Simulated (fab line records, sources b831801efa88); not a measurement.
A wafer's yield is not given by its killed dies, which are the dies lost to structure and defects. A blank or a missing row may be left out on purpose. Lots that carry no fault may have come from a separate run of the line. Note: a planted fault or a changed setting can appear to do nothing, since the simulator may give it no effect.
Chamber matching :: flow gf180mcu :: GF_PASSIVATION_CVD_00 on pecvd-02: 3 sister chambers
The step deposits SiO2 from TEOS, target thk 1000 nm, time 108.3 s. 6 wafers are shown with their chamber, then 12 later ones without.

WAFERS, EACH WITH ITS CHAMBER
wafer: L092.1
chamber: 0
heaterPowerW (W): 557

wafer: L092.2
chamber: 1
heaterPowerW (W): 668

wafer: L092.3
chamber: 2
heaterPowerW (W): 745

wafer: L092.4
chamber: 2
heaterPowerW (W): 770

wafer: L092.5
chamber: 1
heaterPowerW (W): 715

wafer: L092.6
chamber: 0
heaterPowerW (W): 585

WAFERS WHOSE CHAMBER IS MISSING
wafer: L094.1
heaterPowerW (W): 655

wafer: L094.2
heaterPowerW (W): 554

wafer: L094.3
heaterPowerW (W): 777

wafer: L094.4
heaterPowerW (W): 606

wafer: L094.5
heaterPowerW (W): 600

wafer: L094.6
heaterPowerW (W): 692

wafer: L096.3
heaterPowerW (W): 761

wafer: L096.4
heaterPowerW (W): 614

wafer: L096.5
heaterPowerW (W): 602

wafer: L097.1
heaterPowerW (W): 743

wafer: L097.5
heaterPowerW (W): 596

wafer: L097.6
heaterPowerW (W): 607

EACH ONE'S CHAMBER
wafer: L094.1
from the rows above: can't be placed: 1 or 0
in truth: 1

wafer: L094.2
from the rows above: 0
in truth: 0

wafer: L094.3
from the rows above: 2
in truth: 2

wafer: L094.4
from the rows above: 0
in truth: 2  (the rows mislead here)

wafer: L094.5
from the rows above: 0
in truth: 0

wafer: L094.6
from the rows above: 1
in truth: 1

wafer: L096.3
from the rows above: 2
in truth: 2

wafer: L096.4
from the rows above: can't be placed: 0 or 1
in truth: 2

wafer: L096.5
from the rows above: 0
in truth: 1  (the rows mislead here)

wafer: L097.1
from the rows above: can't be placed: 2 or 1
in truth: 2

wafer: L097.5
from the rows above: 0
in truth: 0

wafer: L097.6
from the rows above: can't be placed: 0 or 1
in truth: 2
Correct placement for 6 of the 12. Can't be placed from these rows: 4 (the true chamber is among the candidates in 2). Number placed wrongly: 2.
How it was worked out, from the rows above alone: a wafer's distance from a chamber is the root of the sum, over the readings, of the square of ((its reading less the chamber's mean) divided by the reading's scatter). If the next closest chamber is less than 2 further off than the closest, the wafer can't be placed; otherwise it belongs to the closest. For every chamber, the mean is computed from those of its wafers that are shown. The scatter is the square root of a quotient: the sum, over the shown wafers, of each reading's squared deviation from its chamber's mean, divided by wafers minus chambers.
